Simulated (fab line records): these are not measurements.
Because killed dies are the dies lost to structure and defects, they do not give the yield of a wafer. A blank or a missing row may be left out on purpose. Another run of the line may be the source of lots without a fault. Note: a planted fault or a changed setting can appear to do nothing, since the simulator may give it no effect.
A lot that was struck, set against a sound lot + flow sfq_line + 43 out of 325 route steps
Sound: the wafers L674.1, L674.2, L674.3. Wafers L680.1, L680.4, L680.6 were the ones struck. At the end, the cause is stated.
For every step that has rows: the tool of each side, followed by ch and its chambers, followed by its first start. Under that, the readings that differ: sound wafers + struck wafers + difference of the means + sigmas: that difference in standard deviations of wafers without a fault.
alike: readings whose means differ by less than 2 such deviations, and words and numbers that are the same on both sides. not compared: withheld readings, readings that some wafer has no value for, bounds like >300 that may hide the same value, and numbers for which the record gives no deviation and whose values overlap.
A row with sigmas, a row that says differs or no value, or rows on one side alone: a step with any of these is where the two part. Numbers that don't overlap but have no deviation are shown without sigmas and don't part them. A reading that every wafer of one side lacks parts them only if that side has two wafers or more.

first, 6 steps without rows for these wafers: SFQ_TRILAYER_M5_LITHO_COAT_128 (resist thk 62 nm); SFQ_TRILAYER_M5_LITHO_COAT_123 (resist thk 600 nm); SFQ_TRILAYER_M5_LITHO_SOFTBAKE_127; SFQ_TRILAYER_M5_LITHO_EXPOSE_124 (exposes mask M5, target cd 700 nm); SFQ_TRILAYER_M5_LITHO_PEB_126 (peb time 60 s); SFQ_TRILAYER_M5_LITHO_DEVELOP_125 (time 60 s).
SFQ_M5_OVL_MEAS_932:
  struck on overlay-01, day 59 19:21; sound on overlay-02, day 57 22:55
  alike: M5_OVL
SFQ_TRILAYER_M5_BARC_OPEN_METAL_ETCH_161: etches BARC in O2, target depth 125 nm, time 41.7 s.
  sound on rie_metal-03 ch 0,1, day 57 22:58; struck on rie_metal-02 ch 1, day 59 19:23
  alike: drypump_motor_current_A, oes_product_au
  not compared: rf_hours_counter_h
then, 4 steps without rows for these wafers: SFQ_TRILAYER_M5_ETCH_METAL_ETCH_126 (etches Nb in Cl2/BCl3, stops on SiO2, time 203.2 s, target depth 265 nm); SFQ_TRILAYER_M5_STRIP_STRIP_127 (strips in O2); SFQ_TRILAYER_M5_STRIP_SOLV_CLEAN_128 (cleans in NMP, time 600 s); SFQ_TRILAYER_A5B_DEP_PECVD_129 (deposits SiO2 from SiH4/N2O, time 133.33 s, target thk 600 nm).
SFQ_TRILAYER_A5B_CMP_CMP_130: polishes, stops on Nb, target thk 340.7 nm.
  sound on cmp-01 ch 1,2,3, day 58 02:02; struck on cmp-01 ch 1,3, day 59 20:30
  no value came back on the struck wafers for edge_zone_pressure_frac, head_pressure_psi (psi), motor_current_A (A), slurry_flow_ml_min; on the sound wafers edge_zone_pressure_frac reads 1.004 0.996 0.997
| reading                                              | sound           | struck            | difference | sigmas |
|------------------------------------------------------|-----------------|-------------------|------------|--------|
| model.SiO2_of_TRILAYER_A5B_DEP_PECVD_129.thk_nm (nm) | 329 332.2 338.3 | 589.4 588.5 604.1 | +260.8     |        |
SFQ_TRILAYER_A5B_METRO_MEASURE_131:
  struck on film_metro-02, day 59 23:30; sound on film_metro-02, day 58 05:02
| reading     | sound       | struck      | difference | sigmas |
|-------------|-------------|-------------|------------|--------|
| thk_nm (nm) | 329 332 338 | 589 588 605 | +261       | +46    |
then, 1 step without rows for these wafers: SFQ_TRILAYER_R5_DEP_SPUTTER_132 (material Ti, target thk 5 nm, time 5 s).
SFQ_TRILAYER_R5_DEP_SPUTTER_133: material MoNx, target thk 40 nm, time 66.7 s.
  struck on pvd_sputter-03, day 60 00:43; sound on pvd_sputter-06, day 58 06:14
  alike: throttle_valve_pct
then, 1 step without rows for these wafers: SFQ_TRILAYER_R5_DEP_SPUTTER_134 (material Ti, target thk 5 nm, time 5 s).
SFQ_R5_RS_MEAS_933: measurement is done with a four-point probe.
  struck on film_metro-01, day 60 00:47; sound on film_metro-01, day 58 06:19
  alike: R5_MONX_RS
SFQ_R5_THK_MEAS_934: measures by xrf.
  struck on film_metro-01, day 60 00:55; sound on film_metro-01, day 58 06:26
  alike: R5_MONX_THK
then, 6 steps without rows for these wafers: SFQ_TRILAYER_R5_LITHO_COAT_141 (resist thk 62 nm); SFQ_TRILAYER_R5_LITHO_COAT_136 (resist thk 600 nm); SFQ_TRILAYER_R5_LITHO_SOFTBAKE_140; SFQ_TRILAYER_R5_LITHO_EXPOSE_137 (exposes mask R5, target cd 500 nm); SFQ_TRILAYER_R5_LITHO_PEB_139 (peb time 60 s); SFQ_TRILAYER_R5_LITHO_DEVELOP_138 (time 60 s).
-- the record jumps here: 5 days lie between the struck wafers' starts before and after --
SFQ_R5_OVL_MEAS_935:
  struck on overlay-02, day 65 04:45; sound on overlay-01, day 62 14:19
| reading     | sound   | struck   | difference | sigmas |
|-------------|---------|----------|------------|--------|
| R5_OVL (nm) | -3 -6 0 | 11 14 11 | +15        | +3     |
SFQ_TRILAYER_R5_BARC_OPEN_METAL_ETCH_177: etches BARC in O2, target depth 125 nm, time 41.7 s.
  sound on rie_metal-02 ch 0,1, day 62 14:22; struck on rie_metal-02 ch 0, day 65 04:47
  alike: drypump_motor_current_A, oes_product_au
  not compared: rf_hours_counter_h
then, 1 step without rows for these wafers: SFQ_TRILAYER_R5_ETCH_METAL_ETCH_139 (etches the open film in Cl2, stops on SiO2, target depth 60 nm, time 40 s).
SFQ_TRILAYER_R5_STRIP_STRIP_140: strips in O2.
  sound on rie_metal-02 ch 0,1, day 62 14:29; struck on rie_metal-02 ch 0, day 65 04:55
  alike: drypump_motor_current_A, oes_product_au
  not compared: rf_hours_counter_h
then, 1 step without rows for these wafers: SFQ_TRILAYER_R5_STRIP_SOLV_CLEAN_141 (cleans in NMP, time 600 s).
SFQ_TRILAYER_A5C_DEP_PECVD_142: deposits SiO2 from SiH4/N2O, time 15.556 s, target thk 70 nm.
  sound on pecvd-02 ch 0,1,2, day 62 15:15; struck on pecvd-03 ch 1,2, day 65 05:41
  alike: heater_power_w, throttle_valve_pct
then, 6 steps without rows for these wafers: SFQ_TRILAYER_I5_LITHO_COAT_149 (resist thk 62 nm); SFQ_TRILAYER_I5_LITHO_COAT_144 (resist thk 650 nm); SFQ_TRILAYER_I5_LITHO_SOFTBAKE_148; SFQ_TRILAYER_I5_LITHO_EXPOSE_145 (exposes mask I5, target cd 700 nm); SFQ_TRILAYER_I5_LITHO_PEB_147 (peb time 60 s); SFQ_TRILAYER_I5_LITHO_DEVELOP_146 (time 60 s).
SFQ_I5_OVL_MEAS_936:
  struck on overlay-02, day 65 09:51; sound on overlay-02, day 62 17:32
| reading     | sound    | struck   | difference | sigmas |
|-------------|----------|----------|------------|--------|
| I5_OVL (nm) | 17 16 15 | -3 -4 -2 | -19        | -4     |
then, 4 steps without rows for these wafers: SFQ_TRILAYER_I5_BARC_OPEN_VIA_ETCH_200 (etches BARC in O2, target depth 125 nm, time 41.7 s); SFQ_TRILAYER_I5_ETCH_VIA_ETCH_147 (etches the open film in CHF3, stops on Nb, target depth 360 nm); SFQ_TRILAYER_I5_STRIP_STRIP_148 (strips in O2); SFQ_TRILAYER_I5_STRIP_SOLV_CLEAN_149 (cleans in NMP, time 600 s).
-- the record jumps here: 18 days lie between the struck wafers' starts before and after --
SFQ_M8_BOW_MEAS_951:
  struck on film_metro-02, day 83 14:03; sound on film_metro-02, day 81 19:07
| reading                 | sound             | struck            | difference | sigmas |
|-------------------------|-------------------|-------------------|------------|--------|
| model.etest.i5.link_ohm | 2.268 2.255 2.266 | 2.391 2.373 2.386 | +0.120     |        |
  alike: M8_BOW

WHERE THEY PART
Last at SFQ_I5_OVL_MEAS_936 as far as this record goes, first at SFQ_TRILAYER_A5B_CMP_CMP_130. Later steps at which nothing parts them and some readings are alike: SFQ_M8_BOW_MEAS_951.

WHY: the cause the simulator had injected
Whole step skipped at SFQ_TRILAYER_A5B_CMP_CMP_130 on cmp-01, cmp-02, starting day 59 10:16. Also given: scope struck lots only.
